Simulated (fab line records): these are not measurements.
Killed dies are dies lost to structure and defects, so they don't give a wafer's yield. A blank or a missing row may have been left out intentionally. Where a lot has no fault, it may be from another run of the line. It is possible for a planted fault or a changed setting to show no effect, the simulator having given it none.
Chamber matching / flow gf180mcu / GF_V2_CMP_04 on cmp-01: 4 sister chambers
The step polishes SiO2. 4 wafers are shown with their chamber, then 11 later ones without.

== WAFERS WITH THEIR CHAMBER ==
wafer=L319.3; chamber=1; motor_current_A (A)=12.5
wafer=L326.1; chamber=2; motor_current_A (A)=13.8
wafer=L326.4; chamber=0; motor_current_A (A)=11.5
wafer=L328.2; chamber=3; motor_current_A (A)=10.1

== WAFERS MISSING THEIR CHAMBER ==
wafer=L328.3; motor_current_A (A)=12.0
wafer=L328.6; motor_current_A (A)=11.5
wafer=L329.4; motor_current_A (A)=10.6
wafer=L329.5; motor_current_A (A)=13.6
wafer=L329.6; motor_current_A (A)=10.7
wafer=L330.2; motor_current_A (A)=13.8
wafer=L330.4; motor_current_A (A)=12.3
wafer=L330.6; motor_current_A (A)=10.9
wafer=L332.1; motor_current_A (A)=11.4
wafer=L332.3; motor_current_A (A)=11.8
wafer=L332.5; motor_current_A (A)=11.4

== EACH ONE'S CHAMBER ==
wafer=L328.3; from the rows above=can't be placed: 0 or 1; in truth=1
wafer=L328.6; from the rows above=0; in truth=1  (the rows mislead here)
wafer=L329.4; from the rows above=can't be placed: 3 or 0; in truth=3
wafer=L329.5; from the rows above=2; in truth=2
wafer=L329.6; from the rows above=can't be placed: 3 or 0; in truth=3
wafer=L330.2; from the rows above=2; in truth=2
wafer=L330.4; from the rows above=can't be placed: 1 or 0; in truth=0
wafer=L330.6; from the rows above=can't be placed: 0 or 3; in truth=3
wafer=L332.1; from the rows above=0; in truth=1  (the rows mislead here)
wafer=L332.3; from the rows above=can't be placed: 0 or 1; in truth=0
wafer=L332.5; from the rows above=0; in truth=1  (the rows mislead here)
2 of 11 placed correctly. Not placeable from these rows: 6 (in 6, the candidates include the true chamber). Number placed wrongly: 3.
How it was worked out, from the rows above alone: a wafer's distance from a chamber is the root of the sum, over the readings, of the square of ((its reading less the chamber's mean) divided by the reading's scatter). If the next closest chamber is less than 2 further off than the closest, the wafer can't be placed; otherwise it belongs to the closest. For every chamber, the mean is computed from those of its wafers that are shown. The scatter: with one shown wafer a chamber, the root of the mean of the squares of how far each hidden wafer lies from its nearest shown one.
